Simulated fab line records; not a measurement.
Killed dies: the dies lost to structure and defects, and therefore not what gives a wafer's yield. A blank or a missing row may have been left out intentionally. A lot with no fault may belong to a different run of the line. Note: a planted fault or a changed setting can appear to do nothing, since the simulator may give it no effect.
Which of the tools did it? -- flow sky130 -- 13 lots with 39 wafers sampled at 3 steps, on a route of 708 steps

== WHAT THE GAUGES READ, wafer by wafer ==
SKY_LDD_P_TW_MEAS_11. Usual: LDD_P_TW typically reads 637, with standard deviation 7.3.
lot,measured,on,LDD_P_TW,flag
L574,day 18 20:43,film metro-01,628 629 628,
L576,day 19 23:34,film metro-03,646 650 646,
L577,day 20 11:26,film metro-02,30 30 30,OFF
L578,day 20 12:04,film metro-01,629 632 626,
L580,day 21 16:47,film metro-01,626 628 628,
L587,day 24 05:46,film metro-02,638 639 641,
L586,day 24 06:41,film metro-02,641 641 637,
L589,day 24 19:20,film metro-01,627 630 626,
L590,day 25 03:58,film metro-03,648 645 650,
L591,day 25 11:32,film metro-03,650 652 646,
L593,day 25 21:38,film metro-02,639 638 636,
L596,day 27 00:22,film metro-01,628 627 630,
L597,day 28 01:58,film metro-01,635 633 629,

== TOOL THAT RAN EACH LOT (tool first, then ch and the chambers of the sampled wafers, then the start) ==
lot,SKY_LDD_N_STRIP_16,SKY_LDD_P_STRIP_10
L574,"plasma asher-03 ch 1, day 17 15:17","plasma asher-01 ch 0,1, day 18 20:37"
L576,"plasma asher-01 ch 0,1, day 18 17:15","plasma asher-01 ch 0,1, day 19 23:28"
L577,"plasma asher-03 ch 0,1, day 19 06:17","plasma asher-03 ch 0,1, day 20 11:19"
L578,"plasma asher-02 ch 0,1, day 19 06:35","plasma asher-01 ch 0,1, day 20 11:58"
L580,"plasma asher-02 ch 0,1, day 20 08:23","plasma asher-03 ch 0,1, day 21 16:42"
L587,"plasma asher-03 ch 0,1, day 23 00:20","plasma asher-01 ch 0,1, day 24 05:40"
L586,"plasma asher-01 ch 0,1, day 23 00:46","plasma asher-01 ch 0,1, day 24 06:34"
L589,"plasma asher-03 ch 0,1, day 23 12:50","plasma asher-04 ch 0,1, day 24 19:15"
L590,"plasma asher-03 ch 0,1, day 23 21:41","plasma asher-03 ch 0,1, day 25 03:52"
L591,"plasma asher-02 ch 0,1, day 24 05:14","plasma asher-01 ch 0,1, day 25 11:26"
L593,"plasma asher-03 ch 0,1, day 24 14:59","plasma asher-03 ch 0,1, day 25 21:32"
L596,"plasma asher-01 ch 1, day 25 18:17","plasma asher-03 ch 0,1, day 27 00:16"
L597,"plasma asher-03 ch 0,1, day 26 20:41","plasma asher-03 ch 0,1, day 28 01:52"
- SKY_LDD_N_STRIP_16: strips in O2/N2.
- SKY_LDD_P_STRIP_10: strips in O2/N2.

== AS READ BY THE TOOLS THEMSELVES (means over the sampled wafers that have a number; for cases with no such wafer, the mark the record gives instead) ==
SKY_LDD_N_STRIP_16. Usual: chamber pressure mTorr 1500.0 mTorr, standard deviation 1.4; drypump motor current A 5.8 A, standard deviation 0.43; oes product au 0.407 a.u., standard deviation 0.0046; strip time to endpoint s 4.314 s, standard deviation 0.014.
lot,tool,chamber pressure mTorr (mTorr),drypump motor current A (A),oes product au (a.u.),strip time to endpoint s (s),flag
L574,plasma asher-03,1500.9,6.1,0.408,4.320,
L576,plasma asher-01,1500.0,5.4,0.406,4.333,
L577,plasma asher-03,1507.4,5.7,0.654,-,OFF
L578,plasma asher-02,1501.6,5.7,0.406,4.310,
L580,plasma asher-02,1499.3,6.0,0.408,4.305,
L587,plasma asher-03,1499.7,5.9,0.411,4.324,
L586,plasma asher-01,1499.0,5.8,0.408,4.293,
L589,plasma asher-03,1499.7,5.9,0.409,4.316,
L590,plasma asher-03,1500.2,5.9,0.406,4.311,
L591,plasma asher-02,1501.1,6.0,0.407,4.329,
L593,plasma asher-03,1498.3,5.6,0.404,4.308,
L596,plasma asher-01,1500.5,5.1,0.407,4.322,
L597,plasma asher-03,1501.0,5.6,0.409,4.317,

SKY_LDD_P_STRIP_10. Usual: chamber pressure mTorr 1500.2 mTorr, standard deviation 1.5; drypump motor current A 5.8 A, standard deviation 0.44; oes product au 0.715 a.u., standard deviation 0.0043; strip time to endpoint s 14.17 s, standard deviation 0.044.
lot,tool,chamber pressure mTorr (mTorr),drypump motor current A (A),oes product au (a.u.),strip time to endpoint s (s),flag
L574,plasma asher-01,1500.1,5.8,0.714,14.16,
L576,plasma asher-01,1498.7,5.8,0.717,14.17,
L577,plasma asher-03,1500.7,5.6,0.717,17.80,OFF
L578,plasma asher-01,1500.9,5.8,0.712,14.20,
L580,plasma asher-03,1499.5,5.9,0.717,14.20,
L587,plasma asher-01,1499.5,5.8,0.713,14.13,
L586,plasma asher-01,1501.0,5.8,0.718,14.18,
L589,plasma asher-04,1501.0,6.1,0.716,14.19,
L590,plasma asher-03,1501.3,5.7,0.714,14.26,
L591,plasma asher-01,1500.4,5.8,0.714,14.13,
L593,plasma asher-03,1500.9,5.7,0.718,14.16,
L596,plasma asher-03,1498.3,5.7,0.713,14.11,
L597,plasma asher-03,1500.1,5.7,0.716,14.17,

== THE ANSWER, worked out from the rows above alone ==
Rule: a lot counts as off when the mean over its wafers that have a number is more than 3 standard deviations away from the usual mean. A lot without any number at a reading at which 4 lots or more have one is off too. The other lots that the step has rows for count as sound. Order of review: gauges by route order, followed by the tools' own readings, for which a lot's mean as printed above is used. The first step at which some lot is off is used, and at that step the reading that is off furthest; a lot without a number counts as furthest.
Off: L577, at SKY_LDD_P_TW_MEAS_11 (LDD_P_TW).
A tool fits if, at a process step before that reading, it ran every lot that is off, and no sound lot after the first of them. The gauges at SKY_LDD_P_TW_MEAS_11 aren't tried: what is off there is off at SKY_LDD_N_STRIP_16 too, on other tools, and a gauge's error can't cause that. No candidate that was tried fits.

== WHAT WAS PUT IN BY THE SIMULATOR ==
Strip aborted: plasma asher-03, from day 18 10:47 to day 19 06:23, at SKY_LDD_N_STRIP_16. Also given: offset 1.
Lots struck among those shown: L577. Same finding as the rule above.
